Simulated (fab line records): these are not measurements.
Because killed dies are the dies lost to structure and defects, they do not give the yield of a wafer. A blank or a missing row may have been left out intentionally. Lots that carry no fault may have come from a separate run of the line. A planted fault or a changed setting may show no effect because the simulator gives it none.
A lot that was struck, set against a sound lot + flow gf180mcu + 14 out of 602 route steps
Sound: the wafers L291.2, L291.3, L291.6. Wafers L301.4, L301.5, L301.6 were the ones struck. At the end, the cause is stated.
Order at every step that has rows: each side's tool, ch and its chambers, its first start. Under that, the readings that differ: sound wafers + struck wafers + difference of the means + sigmas: that difference in standard deviations of wafers without a fault.
alike: readings whose means differ by less than 2 such deviations, and words and numbers that are the same on both sides. not compared: withheld readings, readings that some wafer has no value for, bounds like >300 that may hide the same value, and numbers for which the record gives no deviation and whose values overlap.
Wherever a step has rows on one side only, a row that says differs or no value, or a row with sigmas, the two part there. Numbers that have no deviation but don't overlap get no sigmas and don't part them. A reading that every wafer of one side lacks parts them only if that side has two wafers or more.

GF_M3_SPUTTER_01: material TiN, target thk 30 nm, time 25 s.
  sound on pvd-sputter-04 at day 21 10:05; struck on pvd-sputter-03 at day 25 06:56
| reading                | sound          | struck         | difference | sigmas |
|------------------------|----------------|----------------|------------|--------|
| throttle-valve-pct (%) | 29.9 28.4 27.9 | 30.7 31.3 31.4 | +2.4       | +2     |
GF_M3_SPUTTER_02: material AlCu, target thk 450 nm, time 23.9 s.
  sound on pvd-sputter-04 at day 21 10:07; struck on pvd-sputter-03 at day 25 06:58
| reading                | sound          | struck         | difference | sigmas |
|------------------------|----------------|----------------|------------|--------|
| throttle-valve-pct (%) | 29.8 28.2 28.2 | 30.7 31.2 31.9 | +2.5       | +3     |
GF_M3_SPUTTER_03: material Ti, target thk 10 nm, time 6.7 s.
  sound on pvd-sputter-04 at day 21 10:09; struck on pvd-sputter-03 at day 25 06:59
| reading                | sound          | struck         | difference | sigmas |
|------------------------|----------------|----------------|------------|--------|
| throttle-valve-pct (%) | 29.8 28.0 28.3 | 30.8 30.8 31.8 | +2.4       | +2     |
  alike: substrate-temp-c
GF_M3_SPUTTER_04: material TiN, target thk 50 nm, time 41.7 s.
  sound on pvd-sputter-04 at day 21 10:10; struck on pvd-sputter-03 at day 25 07:01
| reading                | sound          | struck         | difference | sigmas |
|------------------------|----------------|----------------|------------|--------|
| throttle-valve-pct (%) | 30.0 28.2 28.1 | 30.8 31.0 31.7 | +2.4       | +2     |
GF_M3_RS_MEAS_05: the measuring method here is four-point-probe.
  sound on film-metro-03 at day 21 10:14; struck on film-metro-03 at day 25 07:07
  alike: M3_ALCU_RS
GF_M3_THK_MEAS_06: measures by xrf.
  sound on film-metro-03 at day 21 10:20; struck on film-metro-03 at day 25 07:12
  alike: M3_ALCU_THK
then, 6 steps without rows for these wafers: GF_M3_DEHYDRATE_07 (time 60 s); GF_M3_HMDS_08 (prime time 60 s); GF_M3_COAT_09 (resist thk 1000 nm); GF_M3_SOFTBAKE_10 (time 60 s); GF_M3_EXPOSE_11 (exposes mask Metal3, target cd 280 nm); GF_M3_PEB_12 (peb time 90 s).
GF_M3_DEVELOP_13: develop time 60 s.
  sound on litho-track-03 ch 0, day 22 09:35; struck on litho-track-04, day 26 04:16
  no value came back on the struck wafers for chill-plate-temp-C (C), develop-time-s (s), exhaust-pa (Pa); on the sound wafers chill-plate-temp-C (C) reads 22.96 23.00 22.97
| reading                             | sound           | struck            | difference | sigmas |
|-------------------------------------|-----------------|-------------------|------------|--------|
| model.KrF_of_M3_COAT_09.thk-nm (nm) | 982.6 985.6 986 | 998.2 999.3 998.1 | +13.8      |        |
GF_M3_CD_MEAS_14: the cd target is 280 nm.
  sound on cd-sem-02 at day 22 09:44; struck on cd-sem-01 at day 26 04:25
| reading    | sound             | struck | difference                    | sigmas |
|------------|-------------------|--------|-------------------------------|--------|
| cd-nm (nm) | 278.1 279.1 279.5 | - - -  | no value on the struck wafers |        |

## WHERE THEY PART
Earliest at GF_M3_SPUTTER_01; latest, in this record, at GF_M3_CD_MEAS_14.

WHY: whatever the simulator had introduced
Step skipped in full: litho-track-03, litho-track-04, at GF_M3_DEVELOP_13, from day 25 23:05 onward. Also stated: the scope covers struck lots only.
